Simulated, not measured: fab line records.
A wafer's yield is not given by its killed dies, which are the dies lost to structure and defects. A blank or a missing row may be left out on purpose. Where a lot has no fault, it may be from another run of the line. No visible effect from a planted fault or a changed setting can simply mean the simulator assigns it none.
fab line records || flow sky130 || part 2 of 2: steps 29 to 37 of 37
record: {"lots": 5, "wafers": 15, "last-day": 50}
route steps=708 shown VIA1@470 METAL2@483
lots with no fault: from the same line, run without faults
start-h: hours from the record's opening day to when the first of the lot's shown wafers began || wait-h: hours since the lot's step before || " unchanged from the row above || L1.1+2: a row that stands for several wafers || - no value present, or no start provided || * or withheld: withheld || < > ~ a bound
route shown NAME@n: NAME is a module with steps in the file, n the number in the route of the first one || usual: mean/standard deviation taken from wafers without a fault || same: alike in all rows || chamber/n: place in a boat || sites: readings site by site || _std_site: the standard deviation of these || _edge_site: mean of outer sites minus mean of inner sites || radius-mm: how far each site lies from the wafer's centre || mask NAME#n: copy n || behind: the last tool/chamber to shape the wafer || hold: why the lot was held/for how many hours/how that ended || device: the transistor (n, p or np) that didn't switch || end of line: the route-end tests of the same wafers || a step without rows: its recipe alone || killed: not the wafer's yield, but the dies lost to structure and defects at the first sort || map: per-die view of a wafer (x killed, . not killed, _ where there is no die)
set.NAME: the setting that was run; set.NAME@STEP: the one run at that earlier step || model.NAME: the simulator's own value behind a step, which no gauge read
lots at some steps of the route; a table a step, a row a wafer
services: from which hour (start-h, from the record's first day; less than 0 if before it) a tool's chamber was out of use, for how many hours, and why
== steps ==
step: SKY_METAL2_CD_MEAS_15
recipe: {"target-cd-nm": 140}
usual: {"cd-nm": "140.0/1.9"}
{"lot.wafer": "L081.2", "tool": "cd-sem-02", "chamber": "-", "start-h": 868.60, "wait-h": "-", "cd-nm": 136.9}
{"lot.wafer": "L081.4", "tool": "cd-sem-02", "chamber": "-", "start-h": 868.60, "wait-h": "-", "cd-nm": 137.8}
{"lot.wafer": "L081.5", "tool": "cd-sem-02", "chamber": "-", "start-h": 868.60, "wait-h": "-", "cd-nm": 136.9}
{"lot.wafer": "L092.1", "tool": "cd-sem-02", "chamber": "-", "start-h": 946.17, "wait-h": "-", "cd-nm": 140.6}
{"lot.wafer": "L092.4", "tool": "cd-sem-02", "chamber": "-", "start-h": 946.17, "wait-h": "-", "cd-nm": 136.8}
{"lot.wafer": "L092.5", "tool": "cd-sem-02", "chamber": "-", "start-h": 946.17, "wait-h": "-", "cd-nm": 138.8}
{"lot.wafer": "L093.3", "tool": "cd-sem-01", "chamber": "-", "start-h": 953.02, "wait-h": "-", "cd-nm": 140.3}
{"lot.wafer": "L093.4", "tool": "cd-sem-01", "chamber": "-", "start-h": 953.02, "wait-h": "-", "cd-nm": 141.1}
{"lot.wafer": "L093.6", "tool": "cd-sem-01", "chamber": "-", "start-h": 953.02, "wait-h": "-", "cd-nm": 139.0}
{"lot.wafer": "L094.1", "tool": "cd-sem-01", "chamber": "-", "start-h": 957.28, "wait-h": "-", "cd-nm": 139.8}
{"lot.wafer": "L094.5", "tool": "cd-sem-01", "chamber": "-", "start-h": 957.28, "wait-h": "-", "cd-nm": 138.9}
{"lot.wafer": "L094.6", "tool": "cd-sem-01", "chamber": "-", "start-h": 957.28, "wait-h": "-", "cd-nm": 139.9}
{"lot.wafer": "L097.1", "tool": "cd-sem-02", "chamber": "-", "start-h": 976.48, "wait-h": "-", "cd-nm": 139.9}
{"lot.wafer": "L097.3", "tool": "cd-sem-02", "chamber": "-", "start-h": 976.48, "wait-h": "-", "cd-nm": 142.2}
{"lot.wafer": "L097.6", "tool": "cd-sem-02", "chamber": "-", "start-h": 976.48, "wait-h": "-", "cd-nm": 141.1}
step: SKY_METAL2_OVL_MEAS_16
usual: {"METAL2_OVL": "1/4.5"}
{"lot.wafer": "L081.2", "tool": "overlay-01", "chamber": "-", "start-h": 868.70, "wait-h": 0.1, "METAL2_OVL[nm]": 6}
{"lot.wafer": "L081.4", "tool": "overlay-01", "chamber": "-", "start-h": 868.70, "wait-h": 0.1, "METAL2_OVL[nm]": 7}
{"lot.wafer": "L081.5", "tool": "overlay-01", "chamber": "-", "start-h": 868.70, "wait-h": 0.1, "METAL2_OVL[nm]": 7}
{"lot.wafer": "L092.1", "tool": "overlay-01", "chamber": "-", "start-h": 946.29, "wait-h": 0.1, "METAL2_OVL[nm]": 1}
{"lot.wafer": "L092.4", "tool": "overlay-01", "chamber": "-", "start-h": 946.29, "wait-h": 0.1, "METAL2_OVL[nm]": 1}
{"lot.wafer": "L092.5", "tool": "overlay-01", "chamber": "-", "start-h": 946.29, "wait-h": 0.1, "METAL2_OVL[nm]": -3}
{"lot.wafer": "L093.3", "tool": "overlay-01", "chamber": "-", "start-h": 953.11, "wait-h": 0.1, "METAL2_OVL[nm]": -5}
{"lot.wafer": "L093.4", "tool": "overlay-01", "chamber": "-", "start-h": 953.11, "wait-h": 0.1, "METAL2_OVL[nm]": 6}
{"lot.wafer": "L093.6", "tool": "overlay-01", "chamber": "-", "start-h": 953.11, "wait-h": 0.1, "METAL2_OVL[nm]": 1}
{"lot.wafer": "L094.1", "tool": "overlay-01", "chamber": "-", "start-h": 957.40, "wait-h": 0.1, "METAL2_OVL[nm]": 4}
{"lot.wafer": "L094.5", "tool": "overlay-01", "chamber": "-", "start-h": 957.40, "wait-h": 0.1, "METAL2_OVL[nm]": -2}
{"lot.wafer": "L094.6", "tool": "overlay-01", "chamber": "-", "start-h": 957.40, "wait-h": 0.1, "METAL2_OVL[nm]": 1}
{"lot.wafer": "L097.1", "tool": "overlay-02", "chamber": "-", "start-h": 976.60, "wait-h": 0.1, "METAL2_OVL[nm]": 7}
{"lot.wafer": "L097.3", "tool": "overlay-02", "chamber": "-", "start-h": 976.60, "wait-h": 0.1, "METAL2_OVL[nm]": 9}
{"lot.wafer": "L097.6", "tool": "overlay-02", "chamber": "-", "start-h": 976.60, "wait-h": 0.1, "METAL2_OVL[nm]": -1}
step: SKY_METAL2_DESCUM_17
recipe: {"chemistry": "O2", "source-power-w": 150, "bias-power-w": 0, "pressure-mtorr": 10, "temp-c": 40, "time-s": 8}
usual: {"drypump-motor-current-A": "6.1/0.31", "oes-product-au": "1.004/0.013"}
{"lot.wafer": "L081.2", "tool": "rie-metal-01", "chamber": 0, "start-h": 868.73, "wait-h": 0.0, "drypump-motor-current-A": 6.3, "oes-product-au": 1.009, "rf-hours-counter-h": 12}
{"lot.wafer": "L081.4", "tool": "rie-metal-01", "chamber": 1, "start-h": 868.73, "wait-h": 0.0, "drypump-motor-current-A": 6.1, "oes-product-au": 1.023, "rf-hours-counter-h": "-"}
{"lot.wafer": "L081.5", "tool": "rie-metal-01", "chamber": 0, "start-h": 868.73, "wait-h": 0.0, "drypump-motor-current-A": 6.3, "oes-product-au": 1.021, "rf-hours-counter-h": "-"}
{"lot.wafer": "L092.1", "tool": "rie-metal-04", "chamber": 0, "start-h": 946.32, "wait-h": 0.0, "drypump-motor-current-A": 5.8, "oes-product-au": 1.018, "rf-hours-counter-h": 11}
{"lot.wafer": "L092.4", "tool": "rie-metal-04", "chamber": 0, "start-h": 946.32, "wait-h": 0.0, "drypump-motor-current-A": 5.8, "oes-product-au": 1.022, "rf-hours-counter-h": "-"}
{"lot.wafer": "L092.5", "tool": "rie-metal-04", "chamber": 0, "start-h": 946.32, "wait-h": 0.0, "drypump-motor-current-A": 5.8, "oes-product-au": 1.026, "rf-hours-counter-h": "-"}
{"lot.wafer": "L093.3", "tool": "rie-metal-02", "chamber": 1, "start-h": 953.15, "wait-h": 0.0, "drypump-motor-current-A": 6.1, "oes-product-au": 0.979, "rf-hours-counter-h": "-"}
{"lot.wafer": "L093.4", "tool": "rie-metal-02", "chamber": 0, "start-h": 953.15, "wait-h": 0.0, "drypump-motor-current-A": 6.5, "oes-product-au": 1.004, "rf-hours-counter-h": "-"}
{"lot.wafer": "L093.6", "tool": "rie-metal-02", "chamber": 1, "start-h": 953.15, "wait-h": 0.0, "drypump-motor-current-A": 6.1, "oes-product-au": 0.980, "rf-hours-counter-h": "-"}
{"lot.wafer": "L094.1", "tool": "rie-metal-02", "chamber": 1, "start-h": 957.44, "wait-h": 0.0, "drypump-motor-current-A": 6.1, "oes-product-au": 0.982, "rf-hours-counter-h": 4}
{"lot.wafer": "L094.5", "tool": "rie-metal-02", "chamber": 1, "start-h": 957.44, "wait-h": 0.0, "drypump-motor-current-A": 6.1, "oes-product-au": 0.987, "rf-hours-counter-h": "-"}
{"lot.wafer": "L094.6", "tool": "rie-metal-02", "chamber": 0, "start-h": 957.44, "wait-h": 0.0, "drypump-motor-current-A": 6.5, "oes-product-au": 1.003, "rf-hours-counter-h": "-"}
{"lot.wafer": "L097.1", "tool": "rie-metal-01", "chamber": 1, "start-h": 976.64, "wait-h": 0.0, "drypump-motor-current-A": 6.1, "oes-product-au": 1.015, "rf-hours-counter-h": 5}
{"lot.wafer": "L097.3", "tool": "rie-metal-01", "chamber": 1, "start-h": 976.64, "wait-h": 0.0, "drypump-motor-current-A": 6.1, "oes-product-au": 1.026, "rf-hours-counter-h": "-"}
{"lot.wafer": "L097.6", "tool": "rie-metal-01", "chamber": 1, "start-h": 976.64, "wait-h": 0.0, "drypump-motor-current-A": 6.1, "oes-product-au": 1.021, "rf-hours-counter-h": "-"}
step: SKY_METAL2_ETCH_18
recipe: {"chemistry": "N2/H2", "target": "BARC", "ion-energy-ev": 200, "bias-w": 100, "pressure-mtorr": 30, "n2-flow-sccm": 100, "h2-flow-sccm": 200, "icp-w": 500, "stop-on": "SiO2", "time-s": 45.9, "target-depth-a": 600}
usual: {"drypump-motor-current-A": "6.1/0.31", "oes-product-au": "0.854/0.0047", "throttle-valve-pct": "13.224/0.0087"}
{"lot.wafer": "L081.2", "tool": "rie-metal-01", "chamber": 0, "start-h": 868.76, "wait-h": 0.0, "drypump-motor-current-A": 6.3, "oes-product-au": 0.855, "rf-hours-counter-h": 12, "throttle-valve-pct": 13.241}
{"lot.wafer": "L081.4", "tool": "rie-metal-01", "chamber": 1, "start-h": 868.76, "wait-h": 0.0, "drypump-motor-current-A": 6.1, "oes-product-au": 0.857, "rf-hours-counter-h": "-", "throttle-valve-pct": 13.207}
{"lot.wafer": "L081.5", "tool": "rie-metal-01", "chamber": 0, "start-h": 868.76, "wait-h": 0.0, "drypump-motor-current-A": 6.3, "oes-product-au": 0.859, "rf-hours-counter-h": "-", "throttle-valve-pct": 13.232}
{"lot.wafer": "L092.1", "tool": "rie-metal-04", "chamber": 0, "start-h": 946.35, "wait-h": 0.0, "drypump-motor-current-A": 5.8, "oes-product-au": 0.863, "rf-hours-counter-h": 11, "throttle-valve-pct": 13.219}
{"lot.wafer": "L092.4", "tool": "rie-metal-04", "chamber": 0, "start-h": 946.35, "wait-h": 0.0, "drypump-motor-current-A": 5.8, "oes-product-au": 0.859, "rf-hours-counter-h": "-", "throttle-valve-pct": 13.204}
{"lot.wafer": "L092.5", "tool": "rie-metal-04", "chamber": 0, "start-h": 946.35, "wait-h": 0.0, "drypump-motor-current-A": 5.8, "oes-product-au": 0.857, "rf-hours-counter-h": "-", "throttle-valve-pct": 13.224}
{"lot.wafer": "L093.3", "tool": "rie-metal-02", "chamber": 1, "start-h": 953.19, "wait-h": 0.0, "drypump-motor-current-A": 6.1, "oes-product-au": 0.848, "rf-hours-counter-h": "-", "throttle-valve-pct": 13.235}
{"lot.wafer": "L093.4", "tool": "rie-metal-02", "chamber": 0, "start-h": 953.19, "wait-h": 0.0, "drypump-motor-current-A": 6.5, "oes-product-au": 0.856, "rf-hours-counter-h": "-", "throttle-valve-pct": 13.213}
{"lot.wafer": "L093.6", "tool": "rie-metal-02", "chamber": 1, "start-h": 953.19, "wait-h": 0.0, "drypump-motor-current-A": 6.1, "oes-product-au": 0.857, "rf-hours-counter-h": "-", "throttle-valve-pct": 13.230}
{"lot.wafer": "L094.1", "tool": "rie-metal-02", "chamber": 1, "start-h": 957.47, "wait-h": 0.0, "drypump-motor-current-A": 6.1, "oes-product-au": 0.844, "rf-hours-counter-h": 4, "throttle-valve-pct": 13.235}
{"lot.wafer": "L094.5", "tool": "rie-metal-02", "chamber": 1, "start-h": 957.47, "wait-h": 0.0, "drypump-motor-current-A": 6.1, "oes-product-au": 0.856, "rf-hours-counter-h": "-", "throttle-valve-pct": 13.215}
{"lot.wafer": "L094.6", "tool": "rie-metal-02", "chamber": 0, "start-h": 957.47, "wait-h": 0.0, "drypump-motor-current-A": 6.6, "oes-product-au": 0.858, "rf-hours-counter-h": "-", "throttle-valve-pct": 13.217}
{"lot.wafer": "L097.1", "tool": "rie-metal-01", "chamber": 1, "start-h": 976.67, "wait-h": 0.0, "drypump-motor-current-A": 6.1, "oes-product-au": 0.850, "rf-hours-counter-h": 5, "throttle-valve-pct": 13.215}
{"lot.wafer": "L097.3", "tool": "rie-metal-01", "chamber": 1, "start-h": 976.67, "wait-h": 0.0, "drypump-motor-current-A": 6.1, "oes-product-au": 0.851, "rf-hours-counter-h": "-", "throttle-valve-pct": 13.219}
{"lot.wafer": "L097.6", "tool": "rie-metal-01", "chamber": 1, "start-h": 976.67, "wait-h": 0.0, "drypump-motor-current-A": 6.1, "oes-product-au": 0.848, "rf-hours-counter-h": "-", "throttle-valve-pct": 13.221}
step: SKY_METAL2_METAL_ETCH_19
recipe: {"target-depth-a": 3600, "stop-on": "SiO2", "over-etch-frac": 0.3, "time-s": 78, "chemistry": "Cl2/BCl3", "resist-sidewall-deg": 88, "pressure-mtorr": 10, "icp-w": 900, "bias-w": 48.5, "Cl2_flow_sccm": 60, "bcl3-flow-sccm": 30}
usual: {"drypump-motor-current-A": "6.1/0.31", "oes-product-au": "0.853/0.0067", "throttle-valve-pct": "22.264/0.0087"}
same: {"over-etch-frac": 0.3}
{"lot.wafer": "L081.2", "tool": "rie-metal-01", "chamber": 0, "start-h": 868.83, "wait-h": 0.0, "drypump-motor-current-A": 6.3, "oes-product-au": 0.856, "rf-hours-counter-h": 12, "throttle-valve-pct": 22.249}
{"lot.wafer": "L081.4", "tool": "rie-metal-01", "chamber": 1, "start-h": 868.83, "wait-h": 0.0, "drypump-motor-current-A": 6.1, "oes-product-au": 0.857, "rf-hours-counter-h": "-", "throttle-valve-pct": 22.263}
{"lot.wafer": "L081.5", "tool": "rie-metal-01", "chamber": 0, "start-h": 868.83, "wait-h": 0.0, "drypump-motor-current-A": 6.3, "oes-product-au": 0.863, "rf-hours-counter-h": "-", "throttle-valve-pct": 22.264}
{"lot.wafer": "L092.1", "tool": "rie-metal-04", "chamber": 0, "start-h": 946.42, "wait-h": 0.0, "drypump-motor-current-A": 5.8, "oes-product-au": 0.853, "rf-hours-counter-h": 11, "throttle-valve-pct": 22.264}
{"lot.wafer": "L092.4", "tool": "rie-metal-04", "chamber": 0, "start-h": 946.42, "wait-h": 0.0, "drypump-motor-current-A": 5.8, "oes-product-au": 0.849, "rf-hours-counter-h": "-", "throttle-valve-pct": 22.257}
{"lot.wafer": "L092.5", "tool": "rie-metal-04", "chamber": 0, "start-h": 946.42, "wait-h": 0.0, "drypump-motor-current-A": 5.8, "oes-product-au": 0.842, "rf-hours-counter-h": "-", "throttle-valve-pct": 22.257}
{"lot.wafer": "L093.3", "tool": "rie-metal-02", "chamber": 1, "start-h": 953.26, "wait-h": 0.1, "drypump-motor-current-A": 6.1, "oes-product-au": 0.858, "rf-hours-counter-h": "-", "throttle-valve-pct": 22.276}
{"lot.wafer": "L093.4", "tool": "rie-metal-02", "chamber": 0, "start-h": 953.26, "wait-h": 0.1, "drypump-motor-current-A": 6.6, "oes-product-au": 0.852, "rf-hours-counter-h": "-", "throttle-valve-pct": 22.271}
{"lot.wafer": "L093.6", "tool": "rie-metal-02", "chamber": 1, "start-h": 953.26, "wait-h": 0.1, "drypump-motor-current-A": 6.1, "oes-product-au": 0.850, "rf-hours-counter-h": "-", "throttle-valve-pct": 22.251}
{"lot.wafer": "L094.1", "tool": "rie-metal-02", "chamber": 1, "start-h": 957.53, "wait-h": 0.0, "drypump-motor-current-A": 6.1, "oes-product-au": 0.854, "rf-hours-counter-h": 4, "throttle-valve-pct": 22.262}
{"lot.wafer": "L094.5", "tool": "rie-metal-02", "chamber": 1, "start-h": 957.53, "wait-h": 0.0, "drypump-motor-current-A": 6.1, "oes-product-au": 0.849, "rf-hours-counter-h": "-", "throttle-valve-pct": 22.270}
{"lot.wafer": "L094.6", "tool": "rie-metal-02", "chamber": 0, "start-h": 957.53, "wait-h": 0.0, "drypump-motor-current-A": 6.5, "oes-product-au": 0.853, "rf-hours-counter-h": "-", "throttle-valve-pct": 22.266}
{"lot.wafer": "L097.1", "tool": "rie-metal-01", "chamber": 1, "start-h": 976.73, "wait-h": 0.0, "drypump-motor-current-A": 6.1, "oes-product-au": 0.861, "rf-hours-counter-h": 5, "throttle-valve-pct": 22.270}
{"lot.wafer": "L097.3", "tool": "rie-metal-01", "chamber": 1, "start-h": 976.73, "wait-h": 0.0, "drypump-motor-current-A": 6.1, "oes-product-au": 0.867, "rf-hours-counter-h": "-", "throttle-valve-pct": 22.262}
{"lot.wafer": "L097.6", "tool": "rie-metal-01", "chamber": 1, "start-h": 976.73, "wait-h": 0.0, "drypump-motor-current-A": 6.0, "oes-product-au": 0.846, "rf-hours-counter-h": "-", "throttle-valve-pct": 22.244}
step: SKY_METAL2_STRIP_20
recipe: {"chemistry": "O2/N2", "power-w": 1400, "pressure-mtorr": 1500, "platen-temp-c": "withheld", "o2-flow-sccm": 3000, "n2-flow-sccm": 300, "overash-fraction": 0.5}
usual: {"drypump-motor-current-A": "5.7/0.59", "o2-flow-sccm": "2999/8.8", "oes-product-au": "0.342/0.0051", "strip-time-to-endpoint-s": "2.68/0.059"}
{"lot.wafer": "L081.2", "tool": "plasma-asher-04", "chamber": 1, "start-h": 868.92, "wait-h": 0.1, "drypump-motor-current-A": 4.7, "o2-flow-sccm": 2997, "oes-product-au": 0.339, "rf-hours-counter-h": 13, "strip-time-to-endpoint-s": 2.60}
{"lot.wafer": "L081.4", "tool": "plasma-asher-04", "chamber": 0, "start-h": 868.92, "wait-h": 0.1, "drypump-motor-current-A": 6.5, "o2-flow-sccm": 3000, "oes-product-au": 0.340, "rf-hours-counter-h": "-", "strip-time-to-endpoint-s": 2.60}
{"lot.wafer": "L081.5", "tool": "plasma-asher-04", "chamber": 0, "start-h": 868.92, "wait-h": 0.1, "drypump-motor-current-A": 6.5, "o2-flow-sccm": 2996, "oes-product-au": 0.340, "rf-hours-counter-h": "-", "strip-time-to-endpoint-s": 2.61}
{"lot.wafer": "L092.1", "tool": "plasma-asher-03", "chamber": 1, "start-h": 946.51, "wait-h": 0.1, "drypump-motor-current-A": 5.3, "o2-flow-sccm": 3004, "oes-product-au": 0.340, "rf-hours-counter-h": 111, "strip-time-to-endpoint-s": 2.62}
{"lot.wafer": "L092.4", "tool": "plasma-asher-03", "chamber": 0, "start-h": 946.51, "wait-h": 0.1, "drypump-motor-current-A": 5.8, "o2-flow-sccm": 2996, "oes-product-au": 0.331, "rf-hours-counter-h": "-", "strip-time-to-endpoint-s": 2.57}
{"lot.wafer": "L092.5", "tool": "plasma-asher-03", "chamber": 0, "start-h": 946.51, "wait-h": 0.1, "drypump-motor-current-A": 5.8, "o2-flow-sccm": 2995, "oes-product-au": 0.342, "rf-hours-counter-h": "-", "strip-time-to-endpoint-s": 2.63}
{"lot.wafer": "L093.3", "tool": "plasma-asher-01", "chamber": 0, "start-h": 953.35, "wait-h": 0.1, "drypump-motor-current-A": 6.2, "o2-flow-sccm": 2998, "oes-product-au": 0.347, "rf-hours-counter-h": "-", "strip-time-to-endpoint-s": 2.79}
{"lot.wafer": "L093.4", "tool": "plasma-asher-01", "chamber": 1, "start-h": 953.35, "wait-h": 0.1, "drypump-motor-current-A": 5.4, "o2-flow-sccm": 3006, "oes-product-au": 0.339, "rf-hours-counter-h": "-", "strip-time-to-endpoint-s": 2.69}
{"lot.wafer": "L093.6", "tool": "plasma-asher-01", "chamber": 1, "start-h": 953.35, "wait-h": 0.1, "drypump-motor-current-A": 5.4, "o2-flow-sccm": 2993, "oes-product-au": 0.348, "rf-hours-counter-h": "-", "strip-time-to-endpoint-s": 2.77}
{"lot.wafer": "L094.1", "tool": "plasma-asher-01", "chamber": 1, "start-h": 957.62, "wait-h": 0.1, "drypump-motor-current-A": 5.5, "o2-flow-sccm": 3004, "oes-product-au": 0.343, "rf-hours-counter-h": 78, "strip-time-to-endpoint-s": 2.79}
{"lot.wafer": "L094.5", "tool": "plasma-asher-01", "chamber": 1, "start-h": 957.62, "wait-h": 0.1, "drypump-motor-current-A": 5.5, "o2-flow-sccm": 3000, "oes-product-au": 0.348, "rf-hours-counter-h": "-", "strip-time-to-endpoint-s": 2.78}
{"lot.wafer": "L094.6", "tool": "plasma-asher-01", "chamber": 0, "start-h": 957.62, "wait-h": 0.1, "drypump-motor-current-A": 6.2, "o2-flow-sccm": 3017, "oes-product-au": 0.343, "rf-hours-counter-h": "-", "strip-time-to-endpoint-s": 2.67}
{"lot.wafer": "L097.1", "tool": "plasma-asher-01", "chamber": 0, "start-h": 976.82, "wait-h": 0.1, "drypump-motor-current-A": 6.2, "o2-flow-sccm": 3004, "oes-product-au": 0.337, "rf-hours-counter-h": 80, "strip-time-to-endpoint-s": 2.61}
{"lot.wafer": "L097.3", "tool": "plasma-asher-01", "chamber": 0, "start-h": 976.82, "wait-h": 0.1, "drypump-motor-current-A": 6.2, "o2-flow-sccm": 3002, "oes-product-au": 0.333, "rf-hours-counter-h": "-", "strip-time-to-endpoint-s": 2.60}
{"lot.wafer": "L097.6", "tool": "plasma-asher-01", "chamber": 0, "start-h": 976.82, "wait-h": 0.1, "drypump-motor-current-A": 6.2, "o2-flow-sccm": 3005, "oes-product-au": 0.332, "rf-hours-counter-h": "-", "strip-time-to-endpoint-s": 2.58}
step: SKY_METAL2_STRIP_21
recipe: {"chemistry": "post-etch-residue-remover", "time-s": 1200, "temp-c": 72.5}
{"lot.wafer": "L081.2+4+5", "tool": "wet-bench-04", "chamber": 2, "start-h": 869.02, "wait-h": 0.1}
{"lot.wafer": "L092.1+4+5", "tool": "wet-bench-04", "chamber": 0, "start-h": 946.61, "wait-h": 0.1}
{"lot.wafer": "L093.3+4+6", "tool": "wet-bench-02", "chamber": 2, "start-h": 953.42, "wait-h": 0.0}
{"lot.wafer": "L094.1+5+6", "tool": "wet-bench-01", "chamber": 0, "start-h": 957.72, "wait-h": 0.1}
{"lot.wafer": "L097.1+3+6", "tool": "wet-bench-02", "chamber": 0, "start-h": 976.92, "wait-h": 0.1}
step: SKY_METAL2_CLEAN_22
recipe: {"chemistry": "IPA", "time-s": 180, "temp-c": 25}
{"lot.wafer": "L081.2+4+5", "tool": "wet-bench-01", "chamber": 1, "start-h": 869.36, "wait-h": 0.0}
{"lot.wafer": "L092.1+4+5", "tool": "wet-bench-02", "chamber": 1, "start-h": 946.98, "wait-h": 0.0}
{"lot.wafer": "L093.3+4+6", "tool": "wet-bench-01", "chamber": 2, "start-h": 953.76, "wait-h": 0.0}
{"lot.wafer": "L094.1+5+6", "tool": "wet-bench-04", "chamber": 0, "start-h": 958.06, "wait-h": 0.0}
{"lot.wafer": "L097.1+3+6", "tool": "wet-bench-04", "chamber": 0, "start-h": 977.29, "wait-h": 0.0}
step: SKY_METAL2_CLEAN_23
recipe: {"chemistry": "O3/DIW", "dry": "n2-spin"}
{"lot.wafer": "L081.2+4+5", "tool": "wet-bench-02", "chamber": 3, "start-h": 869.42, "wait-h": 0.0}
{"lot.wafer": "L092.1+4+5", "tool": "wet-bench-04", "chamber": 0, "start-h": 947.04, "wait-h": 0.0}
{"lot.wafer": "L093.3+4+6", "tool": "wet-bench-04", "chamber": 1, "start-h": 953.82, "wait-h": 0.0}
{"lot.wafer": "L094.1+5+6", "tool": "wet-bench-02", "chamber": 0, "start-h": 958.12, "wait-h": 0.0}
{"lot.wafer": "L097.1+3+6", "tool": "wet-bench-01", "chamber": 2, "start-h": 977.36, "wait-h": 0.0}
== services ==
{"tool": "krf-scanner-02", "chamber": "-", "start-h": 826.02, "hours": 1.0, "kind": "pm"}
{"tool": "plasma-asher-01", "chamber": "-", "start-h": 827.18, "hours": 2.3, "kind": "repair"}
{"tool": "wet-bench-02", "chamber": "-", "start-h": 827.25, "hours": 2.2, "kind": "repair"}
{"tool": "krf-scanner-02", "chamber": "-", "start-h": 836.92, "hours": 3.6, "kind": "pm"}
{"tool": "rie-diel-01", "chamber": 1, "start-h": 842.13, "hours": 5.8, "kind": "repair"}
{"tool": "rie-diel-01", "chamber": 2, "start-h": 847.86, "hours": 9.0, "kind": "repair"}
{"tool": "rie-metal-01", "chamber": 1, "start-h": 852.15, "hours": 1.1, "kind": "repair"}
{"tool": "wet-bench-04", "chamber": "-", "start-h": 852.36, "hours": 6.3, "kind": "repair"}
{"tool": "pvd-sputter-02", "chamber": "-", "start-h": 853.85, "hours": 2.6, "kind": "repair"}
{"tool": "pvd-sputter-02", "chamber": "-", "start-h": 855.79, "hours": 0.5, "kind": "repair"}
{"tool": "rie-diel-01", "chamber": 3, "start-h": 858.14, "hours": 7.4, "kind": "repair"}
{"tool": "cvd-w-01", "chamber": "-", "start-h": 868.61, "hours": 3.2, "kind": "repair"}
{"tool": "rie-diel-01", "chamber": 1, "start-h": 871.64, "hours": 2.4, "kind": "repair"}
{"tool": "krf-scanner-02", "chamber": "-", "start-h": 876.39, "hours": 0.8, "kind": "pm"}
{"tool": "cmp-01", "chamber": "-", "start-h": 881.30, "hours": 1.6, "kind": "repair"}
{"tool": "pvd-sputter-01", "chamber": "-", "start-h": 889.57, "hours": 2.6, "kind": "repair"}
{"tool": "rie-metal-04", "chamber": 0, "start-h": 903.35, "hours": 16.0, "kind": "repair"}
{"tool": "cvd-w-01", "chamber": "-", "start-h": 904.00, "hours": 14.0, "kind": "pm"}
{"tool": "cmp-01", "chamber": "-", "start-h": 912.14, "hours": 4.0, "kind": "pm"}
{"tool": "krf-scanner-02", "chamber": "-", "start-h": 928.23, "hours": 1.2, "kind": "repair"}
{"tool": "krf-scanner-02", "chamber": "-", "start-h": 949.21, "hours": 1.3, "kind": "pm"}
{"tool": "rie-diel-01", "chamber": 2, "start-h": 951.73, "hours": 6.9, "kind": "repair"}
{"tool": "rie-diel-01", "chamber": 0, "start-h": 963.75, "hours": 8.9, "kind": "repair"}
{"tool": "rie-diel-01", "chamber": "-", "start-h": 974.22, "hours": 2.8, "kind": "pm"}
